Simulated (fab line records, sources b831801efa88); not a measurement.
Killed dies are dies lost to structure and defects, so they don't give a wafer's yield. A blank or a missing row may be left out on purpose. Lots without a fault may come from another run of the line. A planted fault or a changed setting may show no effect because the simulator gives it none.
One fault seen from 2 desks | flow gf180mcu | each desk has only its own numbers; what lay behind them comes last

THE METROLOGY DESK
What the gauges read, lot by lot, whatever tool the lot ran on: means of the sampled wafers that have a number. A lot is out of limits, marked OUT, if its mean lies more than 4 standard deviations from the usual mean; the brackets give that distance.
Columns: A = M4_ALCU_THK at GF_M4_THK_MEAS_06, usual 453 nm; B = V4_CVD_00_THK at GF_V4_THK_MEAS_01, usual 598 nm; C = V4_OVL at GF_V4_OVL_MEAS_15, usual 2 nm
lot  | first seen here | A   | B             | C
L472 | day 22 19:43    | 450 | 602           | -1
L474 | day 23 09:49    | 457 | 589           | 6
L477 | day 24 21:45    | 459 | 474 (-23) OUT | -6
L478 | day 25 03:04    | 454 | 604           | -3
L480 | day 25 16:24    | 448 | 476 (-23) OUT | -1
L487 | day 27 18:28    | 454 | 595           | -1
L488 | day 28 03:08    | 464 | 593           | 7
L489 | day 28 11:15    | 459 | 604           | -4
L490 | day 28 17:40    | 451 | 593           | -1
L491 | day 28 19:22    | 450 | 601           | 1
L492 | day 29 02:23    | 442 | 598           | 1
L493 | day 29 10:44    | 449 | 601           | 11
L494 | day 30 01:20    | 456 | 598           | 4
This desk's finding: out of limits on L477, L480; first on L477, day 25 18:46 (V4_CVD_00_THK at GF_V4_THK_MEAS_01). In limits: L472, L474, L478, L487, L488, L489, L490, L491, L492, L493, L494.

THE TOOL OWNER'S DESK: hdpcvd-02
The tool's own readings at GF_V4_CVD_00 (deposits SiO2, target thk 600 nm, time 100 s): means of the sampled wafers that have a number, for each lot that ran on this tool. A lot is out of limits, marked OUT, if its mean lies more than 4 standard deviations from the usual mean; the brackets give that distance.
Columns: A = sih4_flow_sccm at GF_V4_CVD_00, usual 60.03 sccm
lot  | first seen here | A
L474 | day 24 08:00    | 59.91
L477 | day 25 18:42    | 48.22 (-74) OUT
L480 | day 26 14:45    | 48.08 (-75) OUT
L488 | day 28 22:22    | 59.96
L489 | day 29 06:32    | 59.98
L490 | day 29 12:50    | 60.12
L492 | day 29 21:42    | 59.88
L494 | day 30 20:13    | 60.11
This desk's finding: out of limits on L477, L480; first on L477, day 25 18:42 (sih4_flow_sccm at GF_V4_CVD_00). In limits: L474, L488, L489, L490, L492, L494.

PUT TOGETHER
The tool owner's desk could have raised an alarm at day 25 18:42, on L477, L480.
The metrology desk could have raised an alarm at day 25 18:46, on L477, L480.
Of the lots named, all ran GF_V4_CVD_00 on hdpcvd-02.

WHAT THE SIMULATOR HAD PUT IN
Process parameter drift: hdpcvd-02, from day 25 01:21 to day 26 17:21, at GF_V4_CVD_00. Setting sih4_flow_sccm, moved by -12, from 60. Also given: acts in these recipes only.
Lots struck among those shown: L477, L480.
Hours from the fault's start to each desk's first reading out of limits: the tool owner's desk, 17; the metrology desk, 17.
